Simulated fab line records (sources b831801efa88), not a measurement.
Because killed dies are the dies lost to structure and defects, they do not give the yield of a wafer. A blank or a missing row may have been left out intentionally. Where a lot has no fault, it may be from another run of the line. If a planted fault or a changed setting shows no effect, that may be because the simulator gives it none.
A lot that was struck, set against a sound lot ; flow sky130 ; 14 out of 708 route steps
Sound: the wafers L693.1, L693.3, L693.5. Wafers struck: L704.2, L704.4, L704.6. The cause is given at the end.
Each step with rows lists, per side, the tool, then ch with its chambers, then its first start. Under that, the readings that differ: sound wafers ; struck wafers ; difference of the means ; sigmas: that difference in standard deviations of wafers without a fault.
alike: a reading whose means differ by less than 2 such deviations, as well as words and numbers matching on both sides. not compared: withheld readings; readings where some wafer has no value; bounds like >300 that might hide an equal value; numbers whose values overlap and for which the record gives no deviation.
The two part at a step that has a row with sigmas, a row that says differs or no value, or rows on one side only. When numbers do not overlap yet have no deviation, they are printed without sigmas and do not part them. A reading missing from all wafers of one side parts the sides only when that side holds two or more wafers.

SKY_METAL4_STRIP_19: strips in O2/N2.
  sound on plasma_asher-02 ch 0, day 45 04:58; struck on plasma_asher-02 ch 0,1, day 47 20:07
  alike: drypump_motor_current_A, oes_product_au, strip_time_to_endpoint_s
  not compared: rf_hours_counter_h
then, 4 steps without rows for these wafers: SKY_METAL4_STRIP_20 (strips in post etch residue remover, time 1200 s); SKY_METAL4_CLEAN_21 (cleans in IPA, time 180 s); SKY_METAL4_CLEAN_22 (cleans in O3/DIW); SKY_VIA4_HDPCVD_00 (deposits SiO2, target thk 1750 nm, time 291.7 s).
SKY_VIA4_THK_MEAS_01:
  sound on film_metro-01 at day 45 05:44; struck on film_metro-02 at day 47 21:28
  alike: VIA4_HDPCVD_THK
SKY_VIA4_CMP_02: polishes SiO2.
  sound on cmp-02 ch 0,2, day 45 05:51; struck on cmp-01 ch 1,3, day 47 21:31
  alike: motor_current_A, platen_rpm
SKY_VIA4_BOW_MEAS_03:
  sound on film_metro-03 at day 45 06:06; struck on film_metro-01 at day 47 21:50
  alike: VIA4_BOW
then, 4 steps without rows for these wafers: SKY_VIA4_DEHYDRATE_04 (time 60 s); SKY_VIA4_HMDS_05 (prime time 60 s); SKY_VIA4_COAT_06 (resist thk 1140 nm); SKY_VIA4_SOFTBAKE_07 (time 60 s).
SKY_VIA4_EXPOSE_08: exposes mask VIM4, target cd 800 nm.
  sound on iline_stepper-01 ch 0, day 45 17:34; struck on iline_stepper-01, day 48 08:26
  no value came back on the struck wafers for exposure_dose_mJ_cm2, focus_offset_nm (nm); on the sound wafers exposure_dose_mJ_cm2 reads 132.03 131.84 132.00
  alike: mask
then, 1 step without rows for these wafers: SKY_VIA4_PEB_09.

## WHERE THEY PART
At SKY_VIA4_EXPOSE_08 and nowhere else, as far as this record goes.

WHY: the cause the simulator had injected
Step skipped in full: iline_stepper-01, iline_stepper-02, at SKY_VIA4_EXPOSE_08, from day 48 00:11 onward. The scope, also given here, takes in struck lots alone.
